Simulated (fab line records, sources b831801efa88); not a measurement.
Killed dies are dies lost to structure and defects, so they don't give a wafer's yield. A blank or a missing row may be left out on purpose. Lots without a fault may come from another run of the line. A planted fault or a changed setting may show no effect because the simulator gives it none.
One fault seen from 2 desks | flow sky130 | each desk has only its own numbers; what lay behind them comes last

THE METROLOGY DESK
What the gauges read, lot by lot, whatever tool the lot ran on: means of the sampled wafers that have a number. A lot is out of limits, marked OUT, if its mean lies more than 4 standard deviations from the usual mean; the brackets give that distance.
Columns: A = VIA4_BOW at SKY_VIA4_BOW_MEAS_03, usual 79 um; B = VIA4_OVL at SKY_VIA4_OVL_MEAS_11, usual 1.2 nm
lot  | first seen here | A  | B
L723 | day 42 12:15    | 95 | 2.0
L725 | day 42 20:55    | 90 | 1.3
L724 | day 43 00:44    | 87 | 3.3
L726 | day 43 05:01    | 73 | 3.2
L727 | day 43 10:56    | 84 | 0.4
L729 | day 43 18:22    | 68 | 1.1
L730 | day 44 07:53    | 70 | 2.3
L731 | day 44 16:52    | 71 | -0.3
L733 | day 44 21:35    | 90 | 1.8
L734 | day 45 00:09    | 77 | 2.9
L735 | day 45 14:28    | 80 | 0.2
L736 | day 45 23:45    | 76 | 0.3
L740 | day 46 20:34    | 87 | 1.3
L741 | day 47 03:35    | 74 | 1.8
This desk's finding: nothing out of limits on any of the 14 lots.

THE TOOL OWNER'S DESK: rie_metal-03
The tool's own readings at SKY_LOCAL_INTERCONNECT_ETCH_13 (etches BARC in N2/H2, stops on SiO2, time 45.9 s, target depth 60 nm): means of the sampled wafers that have a number, for each lot that ran on this tool. A lot is out of limits, marked OUT, if its mean lies more than 4 standard deviations from the usual mean; the brackets give that distance.
Columns: A = drypump_motor_current_A at SKY_LOCAL_INTERCONNECT_ETCH_13, usual 5.3 A; B = oes_product_au at SKY_LOCAL_INTERCONNECT_ETCH_13, usual 0.855 a.u.; C = throttle_valve_pct at SKY_LOCAL_INTERCONNECT_ETCH_13, usual 13.225 %
lot  | first seen here | A   | B     | C
L730 | day 33 07:26    | 5.4 | 0.858 | 13.219
L731 | day 33 15:47    | 5.5 | 0.850 | 13.238
L733 | day 33 22:44    | 5.6 | 0.859 | 13.221
L735 | day 34 20:01    | 5.4 | 0.858 | 13.219
L736 | day 35 07:33    | 5.4 | 0.857 | 13.231
L740 | day 36 06:07    | 5.4 | 0.856 | 13.216
L741 | day 36 15:51    | 5.4 | 0.855 | 13.222
This desk's finding: nothing out of limits on any of the 7 lots.

PUT TOGETHER
The metrology desk saw nothing out of limits.
The tool owner's desk saw nothing out of limits.

WHAT THE SIMULATOR HAD PUT IN
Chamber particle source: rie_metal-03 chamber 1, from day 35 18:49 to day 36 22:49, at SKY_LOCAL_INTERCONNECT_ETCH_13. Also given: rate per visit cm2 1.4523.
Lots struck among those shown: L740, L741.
